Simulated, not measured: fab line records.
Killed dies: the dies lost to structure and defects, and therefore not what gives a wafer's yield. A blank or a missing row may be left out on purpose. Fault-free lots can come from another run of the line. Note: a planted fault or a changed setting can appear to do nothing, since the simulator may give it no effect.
Which tool did it? / flow sky130 / 11 lots with 33 wafers sampled at 7 steps, on a route of 708 steps

== WHAT THE GAUGES SHOWED, per wafer ==
SKY_POLY_CUT_OVL_MEAS_09.
lot=L917; measured=day 25 10:13; on=overlay-02; POLY_CUT_OVL (nm)=11 11 12
lot=L919; measured=day 26 00:53; on=overlay-02; POLY_CUT_OVL (nm)=-2 5 1
lot=L921; measured=day 26 14:02; on=overlay-02; POLY_CUT_OVL (nm)=3 7 0
lot=L922; measured=day 27 03:35; on=overlay-01; POLY_CUT_OVL (nm)=4 2 7
lot=L924; measured=day 27 18:17; on=overlay-01; POLY_CUT_OVL (nm)=-2 -1 -2
lot=L925; measured=day 28 02:56; on=overlay-01; POLY_CUT_OVL (nm)=3 0 3
lot=L928; measured=day 29 03:14; on=overlay-02; POLY_CUT_OVL (nm)=12 15 10
lot=L929; measured=day 29 10:20; on=overlay-02; POLY_CUT_OVL (nm)=5 12 12
lot=L936; measured=day 31 11:20; on=overlay-02; POLY_CUT_OVL (nm)=-2 -6 -1
lot=L937; measured=day 31 17:09; on=overlay-02; POLY_CUT_OVL (nm)=9 11 6
lot=L938; measured=day 32 02:39; on=overlay-01; POLY_CUT_OVL (nm)=9 11 8

SKY_SD_N_TW_MEAS_12.
lot=L917; measured=day 29 03:13; on=film_metro-01; SD_N_TW=4029 4044 4048
lot=L919; measured=day 29 15:46; on=film_metro-04; SD_N_TW=3988 4033 4028
lot=L921; measured=day 30 05:13; on=film_metro-01; SD_N_TW=4001 4027 4016
lot=L922; measured=day 30 17:29; on=film_metro-04; SD_N_TW=4018 4018 4005
lot=L924; measured=day 31 06:46; on=film_metro-02; SD_N_TW=3991 4032 4008
lot=L925; measured=day 31 15:43; on=film_metro-01; SD_N_TW=4001 4009 4031
lot=L928; measured=day 32 14:53; on=film_metro-01; SD_N_TW=4116 4123 4130
lot=L929; measured=day 32 22:04; on=film_metro-04; SD_N_TW=4034 4027 4000
lot=L936; measured=day 34 19:49; on=film_metro-02; SD_N_TW=4102 4093 4087
lot=L937; measured=day 35 01:29; on=film_metro-01; SD_N_TW=4018 4010 4005
lot=L938; measured=day 35 10:02; on=film_metro-04; SD_N_TW=4036 4015 4021

SKY_SD_N_RS_MEAS_16: measures by four-point-probe.
lot=L917; measured=day 29 03:29; on=film_metro-02; SD_N_RS (ohm/sq)=68.29 68.30 68.49
lot=L919; measured=day 29 16:04; on=film_metro-02; SD_N_RS (ohm/sq)=68.45 68.39 68.35
lot=L921; measured=day 30 05:31; on=film_metro-04; SD_N_RS (ohm/sq)=68.39 68.51 68.52
lot=L922; measured=day 30 17:47; on=film_metro-01; SD_N_RS (ohm/sq)=68.52 68.53 68.58
lot=L924; measured=day 31 07:03; on=film_metro-04; SD_N_RS (ohm/sq)=68.37 68.32 68.50
lot=L925; measured=day 31 15:59; on=film_metro-04; SD_N_RS (ohm/sq)=68.58 68.41 68.46
lot=L928; measured=day 32 15:11; on=film_metro-04; SD_N_RS (ohm/sq)=63.59 63.62 63.57
lot=L929; measured=day 32 22:20; on=film_metro-01; SD_N_RS (ohm/sq)=68.48 68.55 68.54
lot=L936; measured=day 34 20:06; on=film_metro-04; SD_N_RS (ohm/sq)=63.53 63.72 63.57
lot=L937; measured=day 35 01:47; on=film_metro-04; SD_N_RS (ohm/sq)=68.35 68.36 68.23
lot=L938; measured=day 35 10:20; on=film_metro-02; SD_N_RS (ohm/sq)=68.58 68.39 68.44

SKY_LI_CONTACT_BOW_MEAS_03.
lot=L917; measured=day 29 04:20; on=film_metro-01; LI_CONTACT_BOW (um)=46 62 65
lot=L919; measured=day 29 16:54; on=film_metro-04; LI_CONTACT_BOW (um)=53 59 48
lot=L921; measured=day 30 06:21; on=film_metro-04; LI_CONTACT_BOW (um)=63 65 47
lot=L922; measured=day 30 18:37; on=film_metro-04; LI_CONTACT_BOW (um)=60 52 44
lot=L924; measured=day 31 07:53; on=film_metro-01; LI_CONTACT_BOW (um)=53 56 48
lot=L925; measured=day 31 16:50; on=film_metro-01; LI_CONTACT_BOW (um)=54 67 61
lot=L928; measured=day 32 16:10; on=film_metro-01; LI_CONTACT_BOW (um)=53 60 55
lot=L929; measured=day 32 23:11; on=film_metro-01; LI_CONTACT_BOW (um)=52 49 50
lot=L936; measured=day 34 20:56; on=film_metro-01; LI_CONTACT_BOW (um)=69 63 52
lot=L937; measured=day 35 02:38; on=film_metro-01; LI_CONTACT_BOW (um)=58 51 64
lot=L938; measured=day 35 11:10; on=film_metro-01; LI_CONTACT_BOW (um)=63 52 53

== TOOL THAT RAN EACH LOT (tool first, then ch and the chambers of the sampled wafers, then the start) ==
lot=L917; SKY_RES_XHIGH_STRIP_08=plasma_asher-03 ch 0,1, day 27 22:12; SKY_SD_N_IMPLANT_09=implanter-02 ch 0, day 29 02:49; SKY_SD_N_STRIP_11=plasma_asher-03 ch 0,1, day 29 03:07
lot=L919; SKY_RES_XHIGH_STRIP_08=plasma_asher-01 ch 0,1, day 28 12:03; SKY_SD_N_IMPLANT_09=implanter-01 ch 0, day 29 15:22; SKY_SD_N_STRIP_11=plasma_asher-02 ch 0,1, day 29 15:40
lot=L921; SKY_RES_XHIGH_STRIP_08=plasma_asher-03 ch 0,1, day 29 00:46; SKY_SD_N_IMPLANT_09=implanter-03 ch 0, day 30 04:49; SKY_SD_N_STRIP_11=plasma_asher-02 ch 0,1, day 30 05:07
lot=L922; SKY_RES_XHIGH_STRIP_08=plasma_asher-04 ch 0,1, day 29 13:04; SKY_SD_N_IMPLANT_09=implanter-03 ch 0, day 30 17:06; SKY_SD_N_STRIP_11=plasma_asher-04 ch 0,1, day 30 17:22
lot=L924; SKY_RES_XHIGH_STRIP_08=plasma_asher-01 ch 0,1, day 30 02:34; SKY_SD_N_IMPLANT_09=implanter-02 ch 0, day 31 06:22; SKY_SD_N_STRIP_11=plasma_asher-03 ch 0,1, day 31 06:40
lot=L925; SKY_RES_XHIGH_STRIP_08=plasma_asher-03 ch 0,1, day 30 11:40; SKY_SD_N_IMPLANT_09=implanter-03 ch 0, day 31 15:19; SKY_SD_N_STRIP_11=plasma_asher-04 ch 0,1, day 31 15:37
lot=L928; SKY_RES_XHIGH_STRIP_08=plasma_asher-01 ch 0,1, day 31 11:22; SKY_SD_N_IMPLANT_09=implanter-01 ch 0, day 32 14:11; SKY_SD_N_STRIP_11=plasma_asher-04 ch 0,1, day 32 14:47
lot=L929; SKY_RES_XHIGH_STRIP_08=plasma_asher-03 ch 0,1, day 31 18:04; SKY_SD_N_IMPLANT_09=implanter-01 ch 0, day 32 21:40; SKY_SD_N_STRIP_11=plasma_asher-04 ch 0,1, day 32 21:58
lot=L936; SKY_RES_XHIGH_STRIP_08=plasma_asher-03 ch 0,1, day 33 16:16; SKY_SD_N_IMPLANT_09=implanter-02 ch 0, day 34 19:06; SKY_SD_N_STRIP_11=plasma_asher-02 ch 0,1, day 34 19:43
lot=L937; SKY_RES_XHIGH_STRIP_08=plasma_asher-04 ch 0,1, day 33 23:00; SKY_SD_N_IMPLANT_09=implanter-01 ch 0, day 35 01:07; SKY_SD_N_STRIP_11=plasma_asher-03 ch 0,1, day 35 01:24
lot=L938; SKY_RES_XHIGH_STRIP_08=plasma_asher-04 ch 0,1, day 34 08:08; SKY_SD_N_IMPLANT_09=implanter-01 ch 0, day 35 09:40; SKY_SD_N_STRIP_11=plasma_asher-03 ch 0,1, day 35 09:56
- SKY_RES_XHIGH_STRIP_08: strips in O2/N2.
- SKY_SD_N_IMPLANT_09
- SKY_SD_N_STRIP_11: strips in O2/N2.

== AS READ BY THE TOOLS THEMSELVES (means over the sampled wafers that have a number; for cases with no such wafer, the mark the record gives instead) ==
SKY_RES_XHIGH_STRIP_08.
lot=L917; tool=plasma_asher-03; drypump_motor_current_A (A)=5.3; oes_product_au (a.u.)=0.709; strip_time_to_endpoint_s (s)=14.25
lot=L919; tool=plasma_asher-01; drypump_motor_current_A (A)=5.7; oes_product_au (a.u.)=0.710; strip_time_to_endpoint_s (s)=14.30
lot=L921; tool=plasma_asher-03; drypump_motor_current_A (A)=5.5; oes_product_au (a.u.)=0.709; strip_time_to_endpoint_s (s)=14.30
lot=L922; tool=plasma_asher-04; drypump_motor_current_A (A)=5.4; oes_product_au (a.u.)=0.710; strip_time_to_endpoint_s (s)=14.25
lot=L924; tool=plasma_asher-01; drypump_motor_current_A (A)=6.1; oes_product_au (a.u.)=0.712; strip_time_to_endpoint_s (s)=14.27
lot=L925; tool=plasma_asher-03; drypump_motor_current_A (A)=5.3; oes_product_au (a.u.)=0.709; strip_time_to_endpoint_s (s)=14.24
lot=L928; tool=plasma_asher-01; drypump_motor_current_A (A)=6.1; oes_product_au (a.u.)=0.707; strip_time_to_endpoint_s (s)=14.29
lot=L929; tool=plasma_asher-03; drypump_motor_current_A (A)=5.3; oes_product_au (a.u.)=0.710; strip_time_to_endpoint_s (s)=14.24
lot=L936; tool=plasma_asher-03; drypump_motor_current_A (A)=5.3; oes_product_au (a.u.)=0.713; strip_time_to_endpoint_s (s)=14.34
lot=L937; tool=plasma_asher-04; drypump_motor_current_A (A)=5.2; oes_product_au (a.u.)=0.712; strip_time_to_endpoint_s (s)=14.19
lot=L938; tool=plasma_asher-04; drypump_motor_current_A (A)=5.4; oes_product_au (a.u.)=0.706; strip_time_to_endpoint_s (s)=14.25

SKY_SD_N_IMPLANT_09.
lot=L917 tool=implanter-02 dose_ions_cm2=3.995e+15
lot=L919 tool=implanter-01 dose_ions_cm2=4.001e+15
lot=L921 tool=implanter-03 dose_ions_cm2=4.000e+15
lot=L922 tool=implanter-03 dose_ions_cm2=3.996e+15
lot=L924 tool=implanter-02 dose_ions_cm2=4.001e+15
lot=L925 tool=implanter-03 dose_ions_cm2=3.996e+15
lot=L928 tool=implanter-01 dose_ions_cm2=3.996e+15
lot=L929 tool=implanter-01 dose_ions_cm2=4.000e+15
lot=L936 tool=implanter-02 dose_ions_cm2=3.998e+15
lot=L937 tool=implanter-01 dose_ions_cm2=3.997e+15
lot=L938 tool=implanter-01 dose_ions_cm2=4.003e+15

SKY_SD_N_STRIP_11.
lot=L917; tool=plasma_asher-03; drypump_motor_current_A (A)=5.5; oes_product_au (a.u.)=0.528; strip_time_to_endpoint_s (s)=22.54
lot=L919; tool=plasma_asher-02; drypump_motor_current_A (A)=5.6; oes_product_au (a.u.)=0.525; strip_time_to_endpoint_s (s)=22.52
lot=L921; tool=plasma_asher-02; drypump_motor_current_A (A)=5.6; oes_product_au (a.u.)=0.529; strip_time_to_endpoint_s (s)=22.51
lot=L922; tool=plasma_asher-04; drypump_motor_current_A (A)=5.5; oes_product_au (a.u.)=0.528; strip_time_to_endpoint_s (s)=22.48
lot=L924; tool=plasma_asher-03; drypump_motor_current_A (A)=5.3; oes_product_au (a.u.)=0.530; strip_time_to_endpoint_s (s)=22.55
lot=L925; tool=plasma_asher-04; drypump_motor_current_A (A)=5.4; oes_product_au (a.u.)=0.531; strip_time_to_endpoint_s (s)=22.60
lot=L928; tool=plasma_asher-04; drypump_motor_current_A (A)=5.4; oes_product_au (a.u.)=0.507; strip_time_to_endpoint_s (s)=23.74
lot=L929; tool=plasma_asher-04; drypump_motor_current_A (A)=5.5; oes_product_au (a.u.)=0.529; strip_time_to_endpoint_s (s)=22.59
lot=L936; tool=plasma_asher-02; drypump_motor_current_A (A)=5.6; oes_product_au (a.u.)=0.512; strip_time_to_endpoint_s (s)=23.80
lot=L937; tool=plasma_asher-03; drypump_motor_current_A (A)=5.4; oes_product_au (a.u.)=0.530; strip_time_to_endpoint_s (s)=22.52
lot=L938; tool=plasma_asher-03; drypump_motor_current_A (A)=5.5; oes_product_au (a.u.)=0.528; strip_time_to_endpoint_s (s)=22.52

== THE ANSWER, worked out from the rows above alone ==
Rule: the lots themselves supply what counts as usual. The widest of any qualifying gaps counts: lots, ordered by their means at a reading, are off when they make up no more than a third of the lots, leave a main group of 4 or more, and stand apart from it by 3 or more times the standard deviation of that group's means. A main group whose means are all the same, to the digits that the tables above print for the reading, isn't used. Also off: a lot with no number at a reading for which 4 or more lots have one. All remaining lots with rows at the step are treated as sound. First the gauges in route order, then the tools' own readings, where a lot's mean is used as printed above. At the first step where some lot is off, the reading lying furthest off is the one used; lots without a number count as furthest.
Off: L928, L936, at SKY_SD_N_TW_MEAS_12 (SD_N_TW). For the main group the mean is 4018 and the standard deviation 8.8.
A tool fits if, at a process step before that reading, it ran every lot that is off, and no sound lot after the first of them. Not tried: the gauges at SKY_SD_N_TW_MEAS_12; whatever is off there is also off at SKY_SD_N_RS_MEAS_16, on other tools, and gauge error can't account for it. Of those tried, none fits.

== WHAT HAD BEEN PUT IN BY THE SIMULATOR ==
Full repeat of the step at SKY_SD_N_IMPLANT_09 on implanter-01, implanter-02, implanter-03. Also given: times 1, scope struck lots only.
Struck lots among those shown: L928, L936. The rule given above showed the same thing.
